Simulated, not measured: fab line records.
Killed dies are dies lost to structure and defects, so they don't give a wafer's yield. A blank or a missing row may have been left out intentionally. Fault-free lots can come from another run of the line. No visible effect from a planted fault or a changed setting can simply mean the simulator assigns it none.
fab line records -- flow gf180mcu
record lots=10, wafers=30, last-day=34
route steps=602 shown LVPWELL@64 HV_LDD@232 NSD@242 M2@365
lots that met no fault: taken from a fault-free run of the same line
start-h: hours from the record's first day to the start of the lot's first wafer shown -- wait-h: time in hours since the lot's previous step -- " unchanged from the row above -- L1.1+2: several wafers, shown together as one row -- - no value, or no start was given -- * or withheld: withheld -- < > ~ a bound
route shown NAME@n: a module of which the file shows steps, and the number in the route of the first -- usual: average and standard deviation across the fault-free wafers -- same: alike in all rows -- chamber/n: place in a boat -- sites: the reading at each site -- _std_site: how widely they spread, as a standard deviation -- _edge_site: mean of outer sites minus mean of inner sites -- radius-mm: for every site, how far away it sits from the centre of the wafer -- mask NAME#n: copy n -- behind: the last tool/chamber to shape the wafer -- hold: why the lot went on hold/how many hours it stayed there/how the hold came to an end -- device: whichever transistor did not switch (one of n, p or np) -- end of line: tests run on the same wafers once the route is complete -- for a step that has no rows: nothing shown but its recipe -- killed: count of dies lost to structure and defects at first sort (not the wafer's yield) -- map: a wafer's dies, marking killed ones x, the rest . and places with no die _
set.NAME: the run value of the setting; set.NAME@STEP: its run value at that earlier step -- model.NAME: the simulator's own value behind a step, which no gauge read
one table for each step of the route and one row for each wafer, over a sample of lots
services: the hour from which a tool's chamber was out of use, counted from the record's first day as start-h (under 0 if before that day), plus the number of hours and why
## steps
# step GF_LVPWELL_STRIP_10
# recipe chemistry=O2/N2, power-w=1400, pressure-mtorr=1500, platen-temp-c=250, o2-flow-sccm=3000, n2-flow-sccm=300, overash-fraction=0.5
# usual drypump-motor-current-A=5.5/0.68, heater-power-w=289/23, n2-flow-sccm=300.0/0.81, oes-product-au=0.723/0.0049, strip-time-to-endpoint-s=36.98/0.11
lot.wafer,tool,chamber,start-h,wait-h,drypump-motor-current-A,heater-power-w,n2-flow-sccm,oes-product-au,rf-hours-counter-h,strip-time-to-endpoint-s
L303.1,plasma-asher-03,0,78.77,0.1,6.0,288,300.1,0.723,26,36.93
L303.3,plasma-asher-03,0,78.77,0.1,6.0,280,299.9,0.728,-,36.93
L303.6,plasma-asher-03,1,78.77,0.1,5.7,317,301.0,0.722,-,37.03
L305.3,plasma-asher-04,1,89.58,0.1,5.1,254,299.8,0.723,-,36.97
L305.4,plasma-asher-04,0,89.58,0.1,4.7,313,299.5,0.721,-,37.10
L305.6,plasma-asher-04,0,89.58,0.1,4.7,316,300.1,0.721,-,37.01
L307.1,plasma-asher-04,1,101.32,0.1,5.1,259,299.3,0.726,45,36.81
L307.2,plasma-asher-04,0,101.32,0.1,4.7,311,299.4,0.727,45,37.00
L307.6,plasma-asher-04,1,101.32,0.1,5.1,264,299.8,0.727,-,37.02
L311.2,plasma-asher-02,0,124.92,0.1,4.8,304,301.1,0.720,1,36.84
L311.4,plasma-asher-02,0,124.92,0.1,4.8,305,300.9,0.714,-,37.03
L311.6,plasma-asher-02,1,124.92,0.1,6.5,269,300.3,0.726,-,36.98
L315.3,plasma-asher-03,1,146.28,0.1,5.7,298,299.9,0.720,-,37.05
L315.4,plasma-asher-03,0,146.28,0.1,6.1,291,301.5,0.716,-,36.95
L315.5,plasma-asher-03,0,146.28,0.1,6.1,281,300.7,0.720,-,37.13
L316.3,plasma-asher-03,1,155.28,0.1,5.7,306,300.5,0.725,-,36.96
L316.4,plasma-asher-03,0,155.28,0.1,6.0,286,301.3,0.718,-,37.07
L316.6,plasma-asher-03,1,155.28,0.1,5.8,307,299.9,0.725,-,37.07
L320.2,plasma-asher-02,1,177.62,0.1,6.6,258,299.7,0.725,6,36.96
L320.5,plasma-asher-02,1,177.62,0.1,6.6,263,299.0,0.721,-,37.06
L320.6,plasma-asher-02,0,177.62,0.1,4.8,300,300.5,0.725,-,36.99
L321.1,plasma-asher-02,1,180.60,0.1,6.6,262,300.9,0.723,6,36.96
L321.2,plasma-asher-02,0,180.60,0.1,4.8,306,300.3,0.719,6,36.91
L321.6,plasma-asher-02,0,180.60,0.1,4.8,312,298.9,0.726,-,36.82
L323.1,plasma-asher-02,1,193.01,0.1,6.6,270,300.4,0.716,8,36.89
L323.2,plasma-asher-02,0,193.01,0.1,4.8,308,299.6,0.719,8,36.91
L323.6,plasma-asher-02,0,193.01,0.1,4.8,306,299.6,0.724,-,36.92
L324.4,plasma-asher-03,1,199.85,0.1,5.7,310,299.6,0.721,-,37.16
L324.5,plasma-asher-03,1,199.85,0.1,5.7,302,299.6,0.721,-,37.01
L324.6,plasma-asher-03,0,199.85,0.1,6.1,284,298.6,0.721,-,37.11
# step GF_HV_LDD_CVD_56
# recipe material=Si3N4, precursor=DCS/NH3, target-thk-nm=90, temp-c=770, time-s=1543, pressure-mtorr=250
# usual spike-tc-bottom-C=791/3.3, spike-tc-centre-C=770.8/1.2, spike-tc-lower-C=770.5/0.89, spike-tc-top-C=782.8/2, spike-tc-upper-C=770.8/0.98, susceptor-temp-C=770.0/0.35, zone-power-centre-pct=14.1/0.99, zone-power-top-pct=27.7/2.4
lot.wafer,tool,chamber,start-h,wait-h,spike-tc-bottom-C,spike-tc-centre-C,spike-tc-lower-C,spike-tc-top-C,spike-tc-upper-C,susceptor-temp-C,zone-power-centre-pct,zone-power-top-pct
L303.1,lpcvd-02,0,288.06,0.1,792,773.0,771.3,786.4,770.3,770.2,15.0,26.3
L303.3,lpcvd-02,0,288.06,0.1,791,769.8,772.0,784.9,769.8,770.0,15.0,25.6
L303.6,lpcvd-02,0,288.06,0.1,792,770.3,770.1,786.0,771.1,770.3,14.9,25.9
L305.3,lpcvd-01,1,301.93,0.0,792,770.8,769.8,783.1,771.2,770.4,12.8,30.3
L305.4,lpcvd-01,1,301.93,0.0,792,770.6,772.2,782.7,769.7,770.3,13.0,29.7
L305.6,lpcvd-01,1,301.93,0.0,794,769.2,771.4,783.5,769.0,770.1,12.9,29.8
L307.1,lpcvd-02,0,322.11,0.1,790,770.7,770.9,787.0,770.7,770.6,15.0,25.6
L307.2,lpcvd-02,0,322.11,0.1,791,770.8,771.6,782.8,767.8,770.6,15.1,26.5
L307.6,lpcvd-02,0,322.11,0.1,791,770.9,770.5,783.9,772.3,770.5,14.9,25.7
L311.2,lpcvd-01,1,355.49,0.0,793,769.4,771.1,784.0,771.8,770.1,12.9,29.9
L311.4,lpcvd-01,1,355.49,0.0,795,769.6,772.4,783.4,770.1,770.1,13.1,30.0
L311.6,lpcvd-01,1,355.49,0.0,794,769.9,769.4,783.5,770.4,770.6,12.8,29.8
L315.3,lpcvd-02,0,387.61,0.0,776,756.5,755.5,770.2,756.4,754.5,14.4,25.0
L315.4,lpcvd-02,0,387.61,0.0,775,757.2,755.0,769.6,755.9,754.7,14.4,25.0
L315.5,lpcvd-02,0,387.61,0.0,775,754.3,757.5,770.9,754.9,754.9,14.6,25.0
L316.3,lpcvd-02,1,400.04,0.0,770,756.9,756.2,768.1,757.6,754.7,14.4,23.9
L316.4,lpcvd-02,1,400.04,0.0,771,755.8,756.0,767.1,755.5,754.8,14.3,23.5
L316.6,lpcvd-02,1,400.04,0.0,771,757.4,754.4,766.6,755.7,754.6,14.3,23.8
L320.2,lpcvd-01,1,428.86,0.0,793,770.3,770.3,784.7,771.7,769.9,12.9,29.7
L320.5,lpcvd-01,1,428.86,0.0,793,769.7,769.8,782.2,771.3,769.5,12.8,29.9
L320.6,lpcvd-01,1,428.86,0.0,793,770.4,770.9,782.8,769.4,769.7,13.0,29.9
L321.1,lpcvd-01,1,433.41,0.1,794,771.0,770.5,782.7,771.7,770.7,12.8,30.6
L321.2,lpcvd-01,1,433.41,0.1,793,771.2,771.1,783.5,770.4,769.6,12.9,30.0
L321.6,lpcvd-01,1,433.41,0.1,793,769.8,771.9,781.2,770.8,769.9,13.1,30.0
L323.1,lpcvd-01,1,453.16,0.1,793,768.4,769.3,782.8,770.5,769.4,12.8,30.1
L323.2,lpcvd-01,1,453.16,0.1,793,771.0,771.2,783.4,770.8,769.8,13.2,30.3
L323.6,lpcvd-01,1,453.16,0.1,794,769.7,770.8,784.3,771.4,769.9,13.1,29.7
L324.4,lpcvd-02,0,463.16,0.0,790,770.0,771.0,784.1,770.6,770.1,14.9,26.1
L324.5,lpcvd-02,0,463.16,0.0,789,771.0,769.8,786.1,771.2,769.9,15.0,26.2
L324.6,lpcvd-02,0,463.16,0.0,791,773.4,770.8,785.9,769.7,769.8,14.7,26.2
# step GF_HV_LDD_THK_MEAS_57
# recipe reads=Si3N4_of_HV_LDD_CVD_56
# usual HV_LDD_CVD_56_THK=89.7/0.87
lot.wafer,tool,chamber,start-h,wait-h,hold,HV_LDD_CVD_56_THK[nm]
L303.1,film-metro-01,-,290.20,0.0,-,89.3
L303.3,film-metro-01,-,290.20,0.0,-,89.2
L303.6,film-metro-01,-,290.20,0.0,-,89.3
L305.3,film-metro-03,-,304.09,0.0,-,88.5
L305.4,film-metro-03,-,304.09,0.0,-,88.5
L305.6,film-metro-03,-,304.09,0.0,-,88.3
L307.1,film-metro-04,-,323.54,0.0,-,90.7
L307.2,film-metro-04,-,323.54,0.0,-,91.7
L307.6,film-metro-04,-,323.54,0.0,-,91.2
L311.2,film-metro-01,-,356.93,0.0,-,89.8
L311.4,film-metro-01,-,356.93,0.0,-,90.4
L311.6,film-metro-01,-,356.93,0.0,-,90.2
L315.3,film-metro-01,-,389.06,0.0,await-dispo/0.2h/release,67.0
L315.4,film-metro-01,-,389.06,0.0,await-dispo/0.2h/release,66.5
L315.5,film-metro-01,-,389.06,0.0,await-dispo/0.2h/release,67.3
L315.3,film-metro-01,-,389.29,0.2,-,67.1
L315.4,film-metro-01,-,389.29,0.2,-,66.5
L315.5,film-metro-01,-,389.29,0.2,-,67.3
L316.3,film-metro-04,-,402.21,0.0,await-dispo/0.2h/release,65.9
L316.4,film-metro-04,-,402.21,0.0,await-dispo/0.2h/release,65.7
L316.6,film-metro-04,-,402.21,0.0,await-dispo/0.2h/release,65.8
L316.3,film-metro-04,-,402.43,0.2,-,65.8
L316.4,film-metro-04,-,402.43,0.2,-,65.7
L316.6,film-metro-04,-,402.43,0.2,-,65.7
L320.2,film-metro-04,-,430.29,0.0,-,88.7
L320.5,film-metro-04,-,430.29,0.0,-,88.8
L320.6,film-metro-04,-,430.29,0.0,-,88.6
L321.1,film-metro-03,-,434.84,0.0,-,90.2
L321.2,film-metro-03,-,434.84,0.0,-,89.9
L321.6,film-metro-03,-,434.84,0.0,-,89.9
L323.1,film-metro-01,-,454.59,0.0,-,89.6
L323.2,film-metro-01,-,454.59,0.0,-,90.4
L323.6,film-metro-01,-,454.59,0.0,-,90.7
L324.4,film-metro-03,-,464.61,0.0,-,89.7
L324.5,film-metro-03,-,464.61,0.0,-,89.7
L324.6,film-metro-03,-,464.61,0.0,-,89.4
# step GF_HV_LDD_ETCHBACK_58
# recipe chemistry=CH3F/O2, target=Si3N4, stop-on=SiO2, source-w=400, bias-w=80, pressure-mtorr=25, ch3f-flow-sccm=40, O2_flow_sccm=30, time-s=100, target-depth-a=900
# usual drypump-motor-current-A=5.9/0.51, oes-product-au=0.841/0.0069, rf-fwd-power-W=397.9/1.4, throttle-valve-pct=10.560/0.0096
lot.wafer,tool,chamber,start-h,wait-h,hold,drypump-motor-current-A,oes-product-au,rf-fwd-power-W,rf-hours-counter-h,throttle-valve-pct
L303.1,rie-diel-02,2,290.26,0.1,-,5.1,0.835,398.1,131,10.573
L303.3,rie-diel-02,0,290.26,0.1,-,6.4,0.844,399.3,123,10.543
L303.6,rie-diel-02,0,290.26,0.1,-,6.4,0.836,400.4,-,10.563
L305.3,rie-diel-02,0,304.13,0.0,-,6.4,0.834,399.0,123,10.566
L305.4,rie-diel-02,1,304.13,0.0,-,5.8,0.835,400.3,1,10.546
L305.6,rie-diel-02,3,304.13,0.0,-,5.6,0.833,395.6,-,10.545
L307.1,rie-diel-02,3,323.60,0.1,-,5.6,0.852,396.3,19,10.561
L307.2,rie-diel-02,1,323.60,0.1,-,5.8,0.848,398.5,2,10.558
L307.6,rie-diel-02,3,323.60,0.1,-,5.7,0.853,395.8,-,10.552
L311.2,rie-diel-03,0,356.98,0.0,-,6.6,0.844,398.2,9,10.566
L311.4,rie-diel-03,2,356.98,0.0,-,5.5,0.844,399.4,4,10.559
L311.6,rie-diel-03,0,356.98,0.0,-,6.6,0.848,397.4,-,10.566
L315.3,rie-diel-03,0,391.36,2.1,await-dispo/2.0h/release,6.6,0.719,397.0,10,10.552
L315.4,rie-diel-03,1,391.36,2.1,await-dispo/2.0h/release,4.8,0.734,396.5,3,10.555
L315.5,rie-diel-03,2,391.36,2.1,await-dispo/2.0h/release,5.5,0.723,396.8,-,10.539
L316.3,rie-diel-03,3,407.70,5.3,await-dispo/5.2h/release,6.3,0.720,395.9,19,10.557
L316.4,rie-diel-03,1,407.70,5.3,await-dispo/5.2h/release,4.8,0.718,399.4,4,10.550
L316.6,rie-diel-03,2,407.70,5.3,await-dispo/5.2h/release,5.5,0.724,397.5,-,10.546
L320.2,rie-diel-04,1,430.34,0.0,-,5.9,0.833,396.3,3,10.566
L320.5,rie-diel-04,3,430.34,0.0,-,6.4,0.828,401.0,-,10.567
L320.6,rie-diel-04,2,430.34,0.0,-,5.7,0.840,399.3,-,10.551
L321.1,rie-diel-04,2,434.90,0.1,-,5.7,0.840,397.8,2,10.555
L321.2,rie-diel-04,3,434.90,0.1,-,6.3,0.836,398.0,9,10.572
L321.6,rie-diel-04,0,434.90,0.1,-,6.5,0.838,397.3,-,10.560
L323.1,rie-diel-04,2,454.65,0.1,-,5.8,0.834,398.3,2,10.566
L323.2,rie-diel-04,1,454.65,0.1,-,5.9,0.848,397.1,4,10.563
L323.6,rie-diel-04,3,454.65,0.1,-,6.3,0.846,397.8,-,10.576
L324.4,rie-diel-04,1,464.64,0.0,-,5.9,0.845,397.1,4,10.551
L324.5,rie-diel-04,0,464.64,0.0,-,6.5,0.836,396.8,-,10.562
L324.6,rie-diel-04,1,464.64,0.0,-,5.9,0.839,398.4,-,10.557
# step GF_NSD_CD_MEAS_07
# recipe target-cd-nm=400
# usual cd-nm=400.1/2.4
lot.wafer,tool,chamber,start-h,wait-h,cd-nm
L303.1,cd-sem-02,-,310.01,0.1,399.8
L303.3,cd-sem-02,-,310.01,0.1,402.1
L303.6,cd-sem-02,-,310.01,0.1,401.3
L305.3,cd-sem-01,-,325.06,0.1,400.0
L305.4,cd-sem-01,-,325.06,0.1,403.1
L305.6,cd-sem-01,-,325.06,0.1,400.7
L307.1,cd-sem-01,-,346.01,0.1,399.3
L307.2,cd-sem-01,-,346.01,0.1,398.2
L307.6,cd-sem-01,-,346.01,0.1,397.6
L311.2,cd-sem-02,-,378.78,0.1,399.0
L311.4,cd-sem-02,-,378.78,0.1,399.6
L311.6,cd-sem-02,-,378.78,0.1,399.4
L315.3,cd-sem-02,-,412.16,0.2,398.3
L315.4,cd-sem-02,-,412.16,0.2,398.2
L315.5,cd-sem-02,-,412.16,0.2,398.3
L316.3,cd-sem-01,-,426.20,0.1,405.2
L316.4,cd-sem-01,-,426.20,0.1,406.9
L316.6,cd-sem-01,-,426.20,0.1,406.9
L320.2,cd-sem-02,-,455.38,0.1,398.3
L320.5,cd-sem-02,-,455.38,0.1,400.5
L320.6,cd-sem-02,-,455.38,0.1,396.8
L321.1,cd-sem-01,-,458.92,0.1,398.7
L321.2,cd-sem-01,-,458.92,0.1,397.7
L321.6,cd-sem-01,-,458.92,0.1,397.3
L323.1,cd-sem-01,-,478.52,0.1,399.3
L323.2,cd-sem-01,-,478.52,0.1,398.0
L323.6,cd-sem-01,-,478.52,0.1,397.2
L324.4,cd-sem-01,-,488.63,0.1,400.6
L324.5,cd-sem-01,-,488.63,0.1,402.8
L324.6,cd-sem-01,-,488.63,0.1,400.3
# step GF_M2_SPUTTER_03
# recipe material=Ti, target-thk-nm=10, substrate-temp-c=300, chamber-pressure-pa=0.3, power-w=3000, time-s=6.7
# usual throttle-valve-pct=29.1/1.4
lot.wafer,tool,chamber,start-h,wait-h,throttle-valve-pct
L303.1,pvd-sputter-02,-,431.19,0.0,30.0
L303.3,pvd-sputter-02,-,431.19,0.0,30.1
L303.6,pvd-sputter-02,-,431.19,0.0,28.3
L305.3,pvd-sputter-01,-,448.01,0.0,29.7
L305.4,pvd-sputter-01,-,448.01,0.0,29.7
L305.6,pvd-sputter-01,-,448.01,0.0,29.8
L307.1,pvd-sputter-02,-,469.98,0.0,28.4
L307.2,pvd-sputter-02,-,469.98,0.0,30.0
L307.6,pvd-sputter-02,-,469.98,0.0,30.3
L311.2,pvd-sputter-04,-,505.19,0.0,30.7
L311.4,pvd-sputter-04,-,505.19,0.0,29.2
L311.6,pvd-sputter-04,-,505.19,0.0,29.1
L315.3,pvd-sputter-02,-,538.56,0.0,30.0
L315.4,pvd-sputter-02,-,538.56,0.0,26.2
L315.5,pvd-sputter-02,-,538.56,0.0,26.2
L316.3,pvd-sputter-04,-,551.84,0.0,28.2
L316.4,pvd-sputter-04,-,551.84,0.0,29.6
L316.6,pvd-sputter-04,-,551.84,0.0,29.4
L320.2,pvd-sputter-04,-,577.33,0.0,28.3
L320.5,pvd-sputter-04,-,577.33,0.0,29.8
L320.6,pvd-sputter-04,-,577.33,0.0,29.3
L321.1,pvd-sputter-04,-,581.13,0.0,29.4
L321.2,pvd-sputter-04,-,581.13,0.0,29.7
L321.6,pvd-sputter-04,-,581.13,0.0,31.0
L323.1,pvd-sputter-02,-,597.00,0.0,30.3
L323.2,pvd-sputter-02,-,597.00,0.0,26.5
L323.6,pvd-sputter-02,-,597.00,0.0,26.5
L324.4,pvd-sputter-02,-,606.63,0.0,30.3
L324.5,pvd-sputter-02,-,606.63,0.0,26.8
L324.6,pvd-sputter-02,-,606.63,0.0,29.8
## services
tool,chamber,start-h,hours,kind
lpcvd-01,-,90.71,2.8,pm
rie-diel-04,-,92.25,0.3,repair
plasma-asher-02,-,108.75,9.0,pm
rie-diel-04,2,119.18,3.0,repair
rie-diel-04,-,120.53,1.7,repair
pvd-sputter-02,-,125.68,5.4,repair
lpcvd-01,-,134.40,6.1,pm
pvd-sputter-02,-,162.73,2.5,repair
lpcvd-01,-,169.00,28.1,pm
rie-diel-04,2,172.96,5.2,repair
pvd-sputter-04,-,176.27,0.6,repair
pvd-sputter-02,-,195.43,2.2,repair
lpcvd-01,-,210.04,1.1,repair
lpcvd-01,-,212.55,2.8,repair
rie-diel-04,3,248.07,5.2,repair
rie-diel-04,2,250.25,8.4,repair
plasma-asher-03,-,253.60,1.3,repair
plasma-asher-02,-,257.66,4.3,pm
pvd-sputter-02,-,258.07,0.6,repair
lpcvd-02,-,271.54,1.4,repair
pvd-sputter-04,-,272.09,1.3,repair
plasma-asher-02,-,291.92,4.4,repair
pvd-sputter-02,-,402.39,8.4,repair
lpcvd-02,-,601.30,1.1,repair
## key
first-sign step=GF_HV_LDD_CVD_56, reading=susceptor-temp-C, direction=down, sigmas=44, usual=*, struck=*
effect step=GF_HV_LDD_CVD_56, reading=spike-tc-lower-C, direction=down, sigmas=17, usual=770.5, struck=755.8
effect step=GF_HV_LDD_THK_MEAS_57, reading=visit, direction=added
effect step=GF_HV_LDD_THK_MEAS_57, reading=HV_LDD_CVD_56_THK, direction=down, sigmas=27, usual=89.7, struck=66.4
effect step=GF_HV_LDD_ETCHBACK_58, reading=oes-product-au, direction=down, sigmas=17, usual=0.841, struck=0.723
met-at GF_HV_LDD_CVD_56
struck-lots L315,L316
tester-left-out L315,L316
not-acting-at GF_LVPWELL_STRIP_10,GF_NSD_CD_MEAS_07,GF_M2_SPUTTER_03
onset-between 322.11 387.61
fault kind=process-parameter-drift, tool=lpcvd-02, chamber=-, onset-h=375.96, steps=GF_HV_LDD_CVD_56, channel=temp-c, offset=*, shape=step, end-h=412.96, acts-in=*, stated=*
# tester-left-out: of these lots the tester's yield and bins aren't shown, on N5 and GAA mostly nor the transistor test; their killed dies are dies lost to structure and defects alone, not to doping, threshold or leakage, so they don't give the yield
